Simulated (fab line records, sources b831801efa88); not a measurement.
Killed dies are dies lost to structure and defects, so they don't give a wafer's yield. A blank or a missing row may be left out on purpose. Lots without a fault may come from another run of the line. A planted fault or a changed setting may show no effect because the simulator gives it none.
Chamber matching | flow sky130 | SKY_VIA3_HDPCVD_00 on hdpcvd-02: 3 sister chambers
The step deposits SiO2, target thk 1635 nm, time 272.5 s. 14 wafers are shown with their chamber, then 7 later ones without.

WAFERS WITH THEIR CHAMBER
wafer  | chamber | run_length_s (s)
L175.3 | 2       | 300.0
L175.4 | 1       | 299.7
L175.5 | 2       | 299.6
L176.1 | 2       | 300.3
L176.4 | 0       | 299.9
L176.6 | 1       | 299.7
L177.1 | 1       | 299.8
L177.4 | 0       | 300.2
L177.6 | 1       | 299.9
L185.2 | 2       | 299.7
L185.3 | 0       | 299.9
L185.4 | 1       | 300.7
L192.2 | 2       | 300.2
L192.3 | 0       | 300.0

SIGNATURES (means of the wafers above)
reading      | chamber 0 | chamber 1 | chamber 2 | scatter within a chamber
run_length_s | 300.000   | 299.960   | 299.960   | 0.322
Rule: a wafer's distance from a chamber is the root of the sum, over the readings, of the square of ((its reading less the chamber's mean) divided by the reading's scatter). The wafer belongs to the nearest chamber; if the next one is less than 2 further off, it can't be placed. The scatter: the root of (the sum of the squares of (reading less its chamber's mean) over the shown wafers, divided by (wafers less chambers)).

WAFERS WITHOUT THEIR CHAMBER
wafer  | run_length_s (s)
L192.5 | 300.0
L193.1 | 300.5
L193.3 | 300.2
L193.6 | 299.8
L195.1 | 300.7
L195.3 | 300.0
L195.4 | 299.7

WHICH CHAMBER EACH WENT THROUGH
wafer  | from the rows above          | in truth
L192.5 | can't be placed: 0 or 1 or 2 | 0
L193.1 | can't be placed: 0 or 1 or 2 | 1
L193.3 | can't be placed: 0 or 1 or 2 | 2
L193.6 | can't be placed: 1 or 2 or 0 | 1
L195.1 | can't be placed: 0 or 1 or 2 | 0
L195.3 | can't be placed: 0 or 1 or 2 | 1
L195.4 | can't be placed: 1 or 2 or 0 | 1
Placed correctly: 0 of 7. Can't be placed from these rows: 7 (the true chamber is among the candidates in 7). Placed wrongly: 0.
